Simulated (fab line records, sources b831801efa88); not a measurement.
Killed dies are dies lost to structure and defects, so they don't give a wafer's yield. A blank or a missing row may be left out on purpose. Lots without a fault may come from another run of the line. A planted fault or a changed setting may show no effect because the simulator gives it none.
fab line records | flow gf180mcu
record lots=5 wafers=23
route steps=602 shown M5@532 TOP_METAL@569 PASSIVATION@587
start_h: hours from the record's first day to the start of the lot's first wafer shown | wait_h: hours since the lot's step before | " the same as in the row above | L1.1+2: a row that stands for several wafers | - no value, or no start given | * or withheld: withheld | < > ~ a bound
route shown NAME@n: a module of which the file shows steps, and the number in the route of the first | usual: mean/standard deviation of fault-free wafers | same: alike in all rows | chamber/n: place in a boat | sites: the reading at each site | _std_site: their standard deviation | _edge_site: outer sites' mean less inner sites' | radius_mm: how far each site lies from the wafer's centre | mask NAME#n: copy n | behind: the tool/chamber that last shaped the wafer | hold: why the lot was held/for how many hours/how that ended | device: the transistor (n, p or np) that didn't switch | end of line: the same wafers' tests at the end of the route | a step without rows: its recipe alone | killed: dies lost to structure and defects at the first sort, not the wafer's yield | map: a wafer's dies, x killed, . not, _ none there
set.NAME: the setting as run; set.NAME@STEP: as run at that earlier step | model.NAME: the simulator's own value behind a step, which no gauge read
lots whose settings were changed on purpose; a table a step, a row a wafer
## steps
# step GF_M5_DEVELOP_06
# recipe develop_time_s=60 dev_temp_c=21
# columns lot.wafer tool chamber start_h wait_h set.develop_time_s
L076.3+4+5 litho_track-01 0 618.29 0.1 60
L078.1+2 litho_track-01 0 638.24 0.2 60
L078.4+5+6 " 0 " " 65.19
L079.1+2 litho_track-01 0 645.19 0.2 64.96
L079.3+5+6 " 0 " " 60
L082.1+2+3 litho_track-03 0 664.59 0.2 62.9
L082.5+6 " 0 " " 60
L083.1+2 litho_track-02 0 674.67 0.2 60
L083.3+4+5 " 0 " " 54.95
# step GF_M5_CD_MEAS_07
# recipe target_cd_nm=280
# usual cd_nm=280.0/0.98
# columns lot.wafer tool chamber start_h wait_h set.peb_temp_c@M5_PEB_05 cd_nm
L076.3 cd_sem-02 - 618.43 0.1 135 279.7
L076.4 " - " " 135 279.6
L076.5 " - " " 135 278.9
L078.1 cd_sem-01 - 638.39 0.1 132.4 286.7
L078.2 " - " " 135 279.1
L078.4 " - " " 132.4 287.2
L078.5 " - " " 135 279.2
L078.6 " - " " 132.4 286.6
L079.1 cd_sem-01 - 645.34 0.1 135 280.4
L079.2 " - " " 135 281.3
L079.3 " - " " 135 281.0
L079.5 " - " " 135 281.5
L079.6 " - " " 135 281.5
L082.1 cd_sem-02 - 664.74 0.1 136.7 275.9
L082.2 " - " " 135 279.8
L082.3 " - " " 135 280.2
L082.5 " - " " 136.7 276.1
L082.6 " - " " 135 281.0
L083.1 cd_sem-01 - 674.82 0.1 135 278.6
L083.2 " - " " 135 278.9
L083.3 " - " " 135 278.3
L083.4 " - " " 135 277.9
L083.5 " - " " 135 277.8
# step GF_M5_ETCH_09
# recipe chemistry=CF4/O2 target=Si3N4 target_depth_nm=52 source_w=800 bias_w=150 pressure_mtorr=150 cf4_flow_sccm=80 O2_flow_sccm=10 time_s=11.6
# columns lot.wafer tool chamber start_h wait_h set.peb_temp_c@M5_PEB_05 model.M5.cd_nm
L076.3+4 rie_diel-02 0,1 618.54 0.0 135 279.3
L076.5 " 3 " " 135 279.2
L078.1 rie_diel-02 0 638.54 0.0 132.4 286.7
L078.2 " 3 " " 135 280.4
L078.4 " 2 " " 132.4 287.3
L078.5 " 3 " " 135 280.1
L078.6 " 0 " " 132.4 286.2
L079.1 rie_diel-02 1 645.49 0.0 135 280.7
L079.2+5 " 2,1 " " 135 281.5
L079.3 " 3 " " 135 282
L079.6 " 2 " " 135 281.8
L082.1 rie_diel-02 2 664.90 0.0 136.7 276.1
L082.2 " 3 " " 135 280.8
L082.3 " 0 " " 135 279.8
L082.5 " 3 " " 136.7 277.1
L082.6 " 0 " " 135 281
L083.1 rie_diel-01 2 674.97 0.0 135 278.6
L083.2 " 0 " " 135 278.4
L083.3 " 1 " " 135 278
L083.4 " 3 " " 135 277.6
L083.5 " 0 " " 135 277.3
# step GF_TOP_METAL_SPUTTER_02
# recipe material=AlCu target_thk_nm=900 power_w=10600 chamber_pressure_pa=0.3 substrate_temp_c=250 gas=Ar time_s=47.82
# columns lot.wafer tool chamber start_h wait_h set.time_s model.AlCu_of_TOP_METAL_SPUTTER_02.thk_nm
L076.3 pvd_sputter-01 - 640.97 0.0 47.82 897.7
L076.4 " - " " 47.82 904.2
L076.5 " - " " 47.82 909.5
L078.1 pvd_sputter-02 - 661.08 0.0 47.82 893.1
L078.2 " - " " 47.82 902
L078.4 " - " " 47.82 897
L078.5 " - " " 47.82 905.6
L078.6 " - " " 47.82 907.6
L079.1 pvd_sputter-01 - 667.96 0.0 44.62 841.9
L079.2 " - " " 47.82 902.3
L079.3 " - " " 44.62 831.3
L079.5 " - " " 47.82 897.9
L079.6 " - " " 47.82 894.2
L082.1 pvd_sputter-04 - 687.02 0.0 47.82 874.8
L082.2 " - " " 47.82 877.7
L082.3 " - " " 54.36 1017
L082.5 " - " " 54.36 1004
L082.6 " - " " 47.82 886.1
L083.1 pvd_sputter-02 - 696.72 0.0 42.46 815.6
L083.2 " - " " 47.82 895.4
L083.3 " - " " 42.46 801.7
L083.4 " - " " 42.46 802.5
L083.5 " - " " 47.82 916.6
# step GF_TOP_METAL_SPUTTER_03
# recipe material=Ti target_thk_nm=5 substrate_temp_c=300 chamber_pressure_pa=0.3 power_w=3000 time_s=3.3
# step GF_TOP_METAL_SPUTTER_04
# recipe material=TiN target_thk_nm=25 power_w=6500 time_s=20.8 chamber_pressure_pa=0.4
# step GF_TOP_METAL_RS_MEAS_05
# recipe thk_meas_gauge=four-point-probe reads=TiN_of_TOP_METAL_SPUTTER_04+Ti_of_TOP_METAL_SPUTTER_03+AlCu_of_TOP_METAL_SPUTTER_02+TiN_of_TOP_METAL_SPUTTER_01+Ti_of_TOP_METAL_SPUTTER_00
# usual TOP_METAL_ALCU_RS=0.03281/0.00029
# columns lot.wafer tool chamber start_h wait_h set.time_s@TOP_METAL_SPUTTER_02 TOP_METAL_ALCU_RS[ohm/sq]
L076.3 film_metro-03 - 641.10 0.1 47.82 0.03279
L076.4 " - " " 47.82 0.03258
L076.5 " - " " 47.82 0.0324
L078.1 film_metro-02 - 661.17 0.0 47.82 0.03303
L078.2 " - " " 47.82 0.03264
L078.4 " - " " 47.82 0.03288
L078.5 " - " " 47.82 0.03256
L078.6 " - " " 47.82 0.03245
L079.1 film_metro-01 - 668.05 0.0 44.62 0.03503
L079.2 " - " " 47.82 0.03267
L079.3 " - " " 44.62 0.03554
L079.5 " - " " 47.82 0.03287
L079.6 " - " " 47.82 0.03296
L082.1 film_metro-03 - 687.11 0.0 47.82 0.03373
L082.2 " - " " 47.82 0.0336
L082.3 " - " " 54.36 0.02897
L082.5 " - " " 54.36 0.0293
L082.6 " - " " 47.82 0.0333
L083.1 film_metro-02 - 696.81 0.0 42.46 0.03622
L083.2 " - " " 47.82 0.03293
L083.3 " - " " 42.46 0.0368
L083.4 " - " " 42.46 0.03679
L083.5 " - " " 47.82 0.0322
# step GF_TOP_METAL_THK_MEAS_06
# recipe thk_meas_gauge=xrf reads=AlCu_of_TOP_METAL_SPUTTER_02
# usual TOP_METAL_ALCU_THK=879/8.2
# columns lot.wafer tool chamber start_h wait_h set.time_s@TOP_METAL_SPUTTER_02 TOP_METAL_ALCU_THK[nm]
L076.3 film_metro-03 - 641.20 0.1 47.82 877
L076.4 " - " " 47.82 883
L076.5 " - " " 47.82 891
L078.1 film_metro-02 - 661.29 0.1 47.82 869
L078.2 " - " " 47.82 883
L078.4 " - " " 47.82 879
L078.5 " - " " 47.82 883
L078.6 " - " " 47.82 891
L079.1 film_metro-01 - 668.17 0.1 44.62 829
L079.2 " - " " 47.82 885
L079.3 " - " " 44.62 816
L079.5 " - " " 47.82 885
L079.6 " - " " 47.82 874
L082.1 film_metro-03 - 687.23 0.1 47.82 852
L082.2 " - " " 47.82 857
L082.3 " - " " 54.36 990
L082.5 " - " " 54.36 979
L082.6 " - " " 47.82 868
L083.1 film_metro-02 - 696.93 0.1 42.46 796
L083.2 " - " " 47.82 871
L083.3 " - " " 42.46 783
L083.4 " - " " 42.46 784
L083.5 " - " " 47.82 896
# step GF_TOP_METAL_COAT_09
# recipe resist=NOVOLAK spin_rpm=3000 resist_thk_nm=1500
# columns lot.wafer tool chamber start_h wait_h set.resist_thk_nm model.NOVOLAK_of_TOP_METAL_COAT_09.thk_nm
L076.3 litho_track-03 0 650.79 0.1 1500 1499
L076.4 " 0 " " 1500 1502
L076.5 " 0 " " 1500 1503
L078.1+2 litho_track-04 0 670.70 0.1 1500 1501
L078.4 " 0 " " 1446 1439
L078.5 " 0 " " 1446 1441
L078.6 " 0 " " 1500 1505
L079.1+3 litho_track-04 0 677.35 0.1 1500 -
L079.2+6 " 0 " " 1424 1421
L079.5 " 0 " " 1500 1500
L082.1+2 litho_track-01 0 696.28 0.1 1500 1504
L082.3 " 0 " " 1440 -
L082.5 " 0 " " 1500 -
L082.6 " 0 " " 1440 1438
L083.1+3+4 litho_track-04 0 705.70 0.1 1500 -
L083.2 " 0 " " 1500 1497
L083.5 " 0 " " 1500 1498
# step GF_TOP_METAL_SOFTBAKE_10
# recipe temp_c=90 time_s=60 resist=NOVOLAK
# step GF_TOP_METAL_EXPOSE_11
# recipe mask_id=MetalTop target_cd_nm=440 na=0.6 source_shape=conventional sigma_outer=0.6 dose_mj=170
# step GF_TOP_METAL_PEB_12
# recipe temp_c=withheld time_s=* resist=NOVOLAK
# step GF_TOP_METAL_DEVELOP_13
# recipe develop_time_s=60 dev_temp_c=23
# step GF_TOP_METAL_CD_MEAS_14
# recipe target_cd_nm=440
# usual cd_nm=440.5/1.9
# columns lot.wafer tool chamber start_h wait_h set.resist_thk_nm@TOP_METAL_COAT_09 cd_nm
L076.3 cd_sem-02 - 660.33 0.1 1500 438.5
L076.4 " - " " 1500 438.7
L076.5 " - " " 1500 438.3
L078.1 cd_sem-02 - 680.39 0.1 1500 439.9
L078.2 " - " " 1500 442.0
L078.4 " - " " 1446 435.0
L078.5 " - " " 1446 437.2
L078.6 " - " " 1500 441.0
L079.1 cd_sem-02 - 686.62 0.2 1500 437.4
L079.2 " - " " 1424 430.2
L079.3 " - " " 1500 437.3
L079.5 " - " " 1500 440.0
L079.6 " - " " 1424 433.3
L082.1 cd_sem-01 - 705.69 0.1 1500 439.2
L082.2 " - " " 1500 440.7
L082.3 " - " " 1440 432.7
L082.5 " - " " 1500 441.1
L082.6 " - " " 1440 434.0
L083.1 cd_sem-02 - 714.95 0.1 1500 441.3
L083.2 " - " " 1500 438.6
L083.3 " - " " 1500 439.8
L083.4 " - " " 1500 438.8
L083.5 " - " " 1500 441.1
# step GF_TOP_METAL_METAL_ETCH_16
# recipe chemistry=Cl2/BCl3 mask_material=NOVOLAK target_depth_nm=1077.5 stop_on=SiO2 pressure_mtorr=8 icp_w=800 bias_w=140 Cl2_flow_sccm=80 bcl3_flow_sccm=40 time_s=179.6
# usual oes_product_au=0.964/0.0063
# columns lot.wafer tool chamber start_h wait_h set.time_s@TOP_METAL_SPUTTER_02 set.resist_thk_nm@TOP_METAL_COAT_09 oes_product_au model.NOVOLAK_of_TOP_METAL_COAT_09.thk_nm
L076.3 rie_metal-01 0 660.60 0.2 47.82 1500 0.969 1058
L076.4 " 0 " " 47.82 1500 0.966 1060
L076.5 " 0 " " 47.82 1500 0.975 1063
L078.1 rie_metal-03 0 680.54 0.0 47.82 1500 0.965 1060
L078.2 " 1 " " 47.82 1500 0.963 1080
L078.4 " 1 " " 47.82 1446 0.963 1019
L078.5 " 0 " " 47.82 1446 0.967 1002
L078.6 " 1 " " 47.82 1500 0.966 1082
L079.1 rie_metal-03 0 686.78 0.0 44.62 1500 0.930 -
L079.2 " 1 " " 47.82 1424 0.959 996.8
L079.3 " 0 " " 44.62 1500 0.921 -
L079.5 " 1 " " 47.82 1500 0.968 1077
L079.6 " 0 " " 47.82 1424 0.954 976.8
L082.1 rie_metal-04 0 705.84 0.0 47.82 1500 0.945 1074
L082.2 " 1 " " 47.82 1500 0.946 1069
L082.3 " 0 " " 54.36 1440 0.988 -
L082.5 " 0 " " 54.36 1500 0.994 -
L082.6 " 1 " " 47.82 1440 0.953 1007
L083.1 rie_metal-04 1 715.11 0.0 42.46 1500 0.918 -
L083.2 " 1 " " 47.82 1500 0.960 1065
L083.3 " 1 " " 42.46 1500 0.909 -
L083.4 " 1 " " 42.46 1500 0.917 -
L083.5 " 1 " " 47.82 1500 0.973 1066
# step GF_TOP_METAL_STRIP_17
# recipe chemistry=O2/N2 power_w=1400 pressure_mtorr=1500 platen_temp_c=250 o2_flow_sccm=3000 n2_flow_sccm=300 overash_fraction=0.5
# usual strip_time_to_endpoint_s=13.39/0.095
# columns lot.wafer tool chamber start_h wait_h set.resist_thk_nm@TOP_METAL_COAT_09 strip_time_to_endpoint_s
L076.3 plasma_asher-02 0 660.94 0.3 1500 13.32
L076.4 " 1 " " 1500 13.35
L076.5 " 1 " " 1500 13.36
L078.1 plasma_asher-04 0 680.72 0.1 1500 13.34
L078.2 " 1 " " 1500 13.57
L078.4 " 0 " " 1446 12.90
L078.5 " 1 " " 1446 12.76
L078.6 " 0 " " 1500 13.60
L079.1 plasma_asher-04 0 686.95 0.1 1500 13.28
L079.2 " 1 " " 1424 12.72
L079.3 " 1 " " 1500 13.28
L079.5 " 1 " " 1500 13.55
L079.6 " 0 " " 1424 12.46
L082.1 plasma_asher-01 1 706.02 0.1 1500 13.49
L082.2 " 0 " " 1500 13.44
L082.3 " 0 " " 1440 12.79
L082.5 " 0 " " 1500 13.45
L082.6 " 1 " " 1440 12.81
L083.1 plasma_asher-04 0 715.46 0.3 1500 13.40
L083.2 " 1 " " 1500 13.40
L083.3 " 0 " " 1500 13.34
L083.4 " 1 " " 1500 13.25
L083.5 " 1 " " 1500 13.42
# step GF_PASSIVATION_CVD_00
# recipe material=SiO2 target_thk_nm=1000 precursor=TEOS temp_c=400 time_s=111.95 rf_w=600
# columns lot.wafer tool chamber start_h wait_h set.time_s model.SiO2_of_PASSIVATION_CVD_00.thk_nm
L076.3 pecvd-04 1 661.48 0.0 111.95 984.2
L076.4+5 " 2,0 " " 111.95 1010
L078.1 pecvd-02 1 681.25 0.0 118.9 1057
L078.2+5 " 0 " " 111.95 1010
L078.4 " 1 " " 118.9 1072
L078.6 " 2 " " 111.95 1012
L079.1 pecvd-02 2 687.49 0.0 111.95 993.2
L079.2 " 0 " " 128.4 1135
L079.3 " 1 " " 111.95 981.3
L079.5 " 1 " " 128.4 1134
L079.6 " 2 " " 111.95 1002
L082.1 pecvd-02 2 706.55 0.0 111.95 1005
L082.2 " 1 " " 122 1079
L082.3 " 0 " " 122 1086
L082.5 " 2 " " 111.95 1002
L082.6 " 1 " " 111.95 1016
L083.1 pecvd-03 0 715.99 0.0 117.4 1054
L083.2 " 1 " " 117.4 1034
L083.3 " 2 " " 111.95 997.4
L083.4 " 1 " " 111.95 1009
L083.5 " 2 " " 117.4 1057
# step GF_PASSIVATION_THK_MEAS_01
# recipe reads=SiO2_of_PASSIVATION_CVD_00
# usual PASSIVATION_CVD_00_THK=998/10
# columns lot.wafer tool chamber start_h wait_h set.time_s@PASSIVATION_CVD_00 PASSIVATION_CVD_00_THK[nm]
L076.3 film_metro-03 - 661.58 0.1 111.95 985
L076.4 " - " " 111.95 1009
L076.5 " - " " 111.95 1010
L078.1 film_metro-03 - 681.33 0.0 118.9 1057
L078.2 " - " " 111.95 1009
L078.4 " - " " 118.9 1073
L078.5 " - " " 111.95 1011
L078.6 " - " " 111.95 1011
L079.1 film_metro-02 - 687.57 0.0 111.95 993
L079.2 " - " " 128.4 1135
L079.3 " - " " 111.95 982
L079.5 " - " " 128.4 1135
L079.6 " - " " 111.95 1002
L082.1 film_metro-03 - 706.63 0.0 111.95 1005
L082.2 " - " " 122 1080
L082.3 " - " " 122 1086
L082.5 " - " " 111.95 1001
L082.6 " - " " 111.95 1016
L083.1 film_metro-04 - 716.07 0.0 117.4 1055
L083.2 " - " " 117.4 1034
L083.3 " - " " 111.95 998
L083.4 " - " " 111.95 1009
L083.5 " - " " 117.4 1058
# step GF_PASSIVATION_HMDS_05
# recipe prime_time_s=60 prime_temp_c=120
# columns lot.wafer tool chamber start_h wait_h set.prime_time_s
L076.3+4+5 litho_track-04 0 671.20 0.1 60
L078.1+2+4+5+6 litho_track-02 0 690.17 0.1 60
L079.1+2+3+5+6 litho_track-04 0 696.65 0.1 60
L082.1+3 litho_track-03 0 715.29 0.1 53.65
L082.2+5+6 " 0 " " 60
L083.1+2 litho_track-02 0 724.97 0.1 60
L083.3+4+5 " 0 " " 62.76
# step GF_PASSIVATION_COAT_06
# recipe spin_rpm=2000 resist_thk_nm=4000
# step GF_PASSIVATION_SOFTBAKE_07
# recipe temp_c=110 time_s=withheld
# step GF_PASSIVATION_PEB_09
# recipe temp_c=115 time_s=withheld
# step GF_PASSIVATION_DEVELOP_10
# recipe develop_time_s=60 dev_temp_c=23
# step GF_PASSIVATION_ETCH_11
# recipe chemistry=CF4/O2 target_depth_nm=1800 stop_on=TiN source_w=832 bias_w=150 pressure_mtorr=150 cf4_flow_sccm=80 O2_flow_sccm=10 time_s=400
# usual oes_product_au=0.964/0.0067
# columns lot.wafer tool chamber start_h wait_h set.time_s@PASSIVATION_CVD_00 oes_product_au model.PASSIVATION.feature_depth_nm
L076.3 rie_diel-01 1 681.34 - 111.95 0.957 1685
L076.4 " 0 " " 111.95 0.966 1715
L076.5 " 0 " " 111.95 0.975 1732
L078.1 rie_diel-03 2 700.34 - 118.9 0.983 1752
L078.2 " 3 " " 111.95 0.965 1710
L078.4 " 1 " " 118.9 0.992 1782
L078.5 " 1 " " 111.95 0.972 1714
L078.6 " 2 " " 111.95 0.981 1726
L079.1 rie_diel-01 2 706.04 - 111.95 0.959 1699
L079.2 " 1 " " 128.4 1.008 1841
L079.3 " 0 " " 111.95 0.954 1684
L079.5 " 2 " " 128.4 1.013 1841
L079.6 " 1 " " 111.95 0.979 1721
L082.1 rie_diel-03 3 724.47 - 111.95 0.962 1693
L082.2 " 2 " " 122 0.988 1769
L082.3 " 0 " " 122 0.990 1777
L082.5 " 2 " " 111.95 0.963 1700
L082.6 " 1 " " 111.95 0.968 1719
L083.1 rie_diel-04 3 733.99 - 117.4 0.988 1758
L083.2 " 2 " " 117.4 0.973 1733
L083.3 " 1 " " 111.95 0.959 1700
L083.4 " 0 " " 111.95 0.965 1710
L083.5 " 1 " " 117.4 0.985 1768
# step GF_PASSIVATION_STRIP_12
# recipe chemistry=O2/N2 power_w=1400 pressure_mtorr=1500 platen_temp_c=250 o2_flow_sccm=3000 n2_flow_sccm=300 overash_fraction=0.5
# usual oes_product_au=0.720/0.0043 strip_time_to_endpoint_s=34.26/0.22
# columns lot.wafer tool chamber start_h wait_h set.pressure_mtorr oes_product_au strip_time_to_endpoint_s
L076.3 plasma_asher-01 1 681.61 0.2 1500 0.712 34.02
L076.4 " 0 " " 1500 0.718 34.22
L076.5 " 0 " " 1500 0.715 34.17
L078.1 plasma_asher-03 1 700.58 0.1 1574 0.722 34.03
L078.2 " 0 " " 1574 0.728 33.68
L078.4 " 1 " " 1574 0.724 33.63
L078.5 " 0 " " 1574 0.726 33.70
L078.6 " 1 " " 1574 0.726 34.11
L079.1 plasma_asher-03 0 706.28 0.1 1500 0.721 34.06
L079.2 " 1 " " 1500 0.716 34.19
L079.3 " 0 " " 1500 0.719 34.48
L079.5 " 0 " " 1500 0.721 34.05
L079.6 " 1 " " 1500 0.724 34.09
L082.1 plasma_asher-01 1 724.71 0.1 1354 0.700 35.01
L082.2 " 0 " " 1354 0.708 35.56
L082.3 " 1 " " 1354 0.708 35.27
L082.5 " 0 " " 1354 0.706 35.27
L082.6 " 1 " " 1354 0.707 35.10
L083.1 plasma_asher-03 0 734.23 0.1 1337 0.705 35.54
L083.2 " 1 " " 1337 0.700 35.85
L083.3 " 0 " " 1337 0.708 35.79
L083.4 " 1 " " 1337 0.703 35.64
L083.5 " 1 " " 1337 0.706 35.80
## key
split step=GF_M5_DEVELOP_06 setting=develop_time_s stated=60 by=wafer
response none clear
split step=GF_TOP_METAL_SPUTTER_02 setting=time_s stated=47.82 by=wafer
response step=GF_TOP_METAL_SPUTTER_02 reading=model.AlCu_of_TOP_METAL_SPUTTER_02.thk_nm change=+9.28 per=1% r=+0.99
response step=GF_TOP_METAL_RS_MEAS_05 reading=TOP_METAL_ALCU_RS change=-0.000341 per=1% r=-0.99
response step=GF_TOP_METAL_THK_MEAS_06 reading=TOP_METAL_ALCU_THK change=+8.9 per=1% r=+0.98
response step=GF_TOP_METAL_METAL_ETCH_16 reading=oes_product_au change=+0.00394 per=1% r=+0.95
split step=GF_TOP_METAL_COAT_09 setting=resist_thk_nm stated=1500 by=wafer
response step=GF_TOP_METAL_COAT_09 reading=model.NOVOLAK_of_TOP_METAL_COAT_09.thk_nm change=+16.4 per=1% r=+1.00
response step=GF_TOP_METAL_CD_MEAS_14 reading=cd_nm change=+1.43 per=1% r=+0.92
response step=GF_TOP_METAL_METAL_ETCH_16 reading=model.NOVOLAK_of_TOP_METAL_COAT_09.thk_nm change=+17.3 per=1% r=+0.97
response step=GF_TOP_METAL_STRIP_17 reading=strip_time_to_endpoint_s change=* per=1% r=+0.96
split step=GF_PASSIVATION_CVD_00 setting=time_s stated=111.95 by=wafer
response step=GF_PASSIVATION_CVD_00 reading=model.SiO2_of_PASSIVATION_CVD_00.thk_nm change=+9.25 per=1% r=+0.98
response step=GF_PASSIVATION_THK_MEAS_01 reading=PASSIVATION_CVD_00_THK change=+9.26 per=1% r=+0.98
response step=GF_PASSIVATION_ETCH_11 reading=oes_product_au change=+0.00305 per=1% r=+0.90
response step=GF_PASSIVATION_ETCH_11 reading=model.PASSIVATION.feature_depth_nm change=+8.97 per=1% r=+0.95
split step=GF_PASSIVATION_HMDS_05 setting=prime_time_s stated=60 by=wafer
response none clear
split step=GF_PASSIVATION_STRIP_12 setting=pressure_mtorr stated=1500 by=lot
response step=GF_PASSIVATION_STRIP_12 reading=oes_product_au change=+0.00132 per=1% r=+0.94
response step=GF_PASSIVATION_STRIP_12 reading=strip_time_to_endpoint_s change=* per=1% r=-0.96
split outside_this_file step=GF_M5_PEB_05 setting=peb_temp_c
# split outside_this_file: this setting was split too, and the file shows its column; the key of that split is in another file
